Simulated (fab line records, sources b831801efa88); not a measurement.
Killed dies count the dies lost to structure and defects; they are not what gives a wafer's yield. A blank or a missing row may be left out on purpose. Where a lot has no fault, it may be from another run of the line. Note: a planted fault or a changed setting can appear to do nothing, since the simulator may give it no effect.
One fault seen from 2 desks	flow sky130	every desk sees just its own numbers, and what lay behind them comes last

FROM THE METROLOGY DESK
What the gauges read for every lot (on any tool): the sampled wafers with a number, averaged. If a lot's mean is further than 4 standard deviations from the usual mean, the lot is out of limits and carries the mark OUT (the distance appears in the brackets).
Columns: A = cd nm at SKY_POLY_GATE_CD_MEAS_22, usual 150 nm; B = LI_CONTACT_HDPCVD_THK at SKY_LI_CONTACT_THK_MEAS_01, usual 932 nm
lot	first seen here	A	B
L232	day 16 10:56	148	923
L233	day 16 12:29	146	937
L234	day 17 07:16	146	941
L236	day 17 20:37	149	978
L246	day 21 16:01	148	949
L247	day 22 05:48	153	930
L248	day 22 07:35	147	934
L250	day 22 19:34	148	946
L249	day 22 19:36	153	915
L252	day 23 09:28	149	926
L253	day 23 20:01	155	930
L254	day 24 08:17	146	928
L255	day 24 13:49	150	939
Finding of this desk: none of the 13 lots has anything out of limits.

THE TOOL OWNER'S DESK: hdpcvd-01
The tool's own readings at SKY_LI_CONTACT_HDPCVD_00 (deposits PSG, target thk 930 nm, time 155 s): means of the sampled wafers that have a number, for each lot that ran on this tool. If a lot's mean is further than 4 standard deviations from the usual mean, the lot is out of limits and carries the mark OUT (the distance appears in the brackets).
Columns: A = pressure mtorr at SKY_LI_CONTACT_HDPCVD_00, usual 5.999 mTorr; B = run length s at SKY_LI_CONTACT_HDPCVD_00, usual 183.0 s
lot	first seen here	A	B
L232	day 27 20:51	6.017	182.9
L233	day 27 23:26	6.005	183.0
L234	day 28 14:51	5.996	182.8
L236	day 29 03:55	5.998	189.9 (+22) OUT
L248	day 33 03:09	6.007	183.0
L250	day 33 14:21	5.986	183.0
L253	day 34 11:15	6.003	182.8
L255	day 35 02:03	5.991	183.2
Finding of this desk: L236 out of limits; the first was L236 at day 29 03:55, on run length s at SKY_LI_CONTACT_HDPCVD_00. L232, L233, L234, L248, L250, L253, L255: within limits.

ALL TOGETHER
At day 29 03:55, on L236, the tool owner's desk was in a position to raise an alarm.
Metrology desk: nothing out of limits seen.
The metrology desk has L236 on record, within its limits.
All the named lots went through SKY_LI_CONTACT_HDPCVD_00 on hdpcvd-01.

WHAT THE SIMULATOR HAD PUT IN
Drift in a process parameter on hdpcvd-01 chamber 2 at SKY_LI_CONTACT_HDPCVD_00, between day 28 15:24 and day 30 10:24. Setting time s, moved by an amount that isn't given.
Shown lots that were struck: L236.
Time in hours from fault onset to the first out-of-limits reading at each desk: the tool owner's desk, 13.
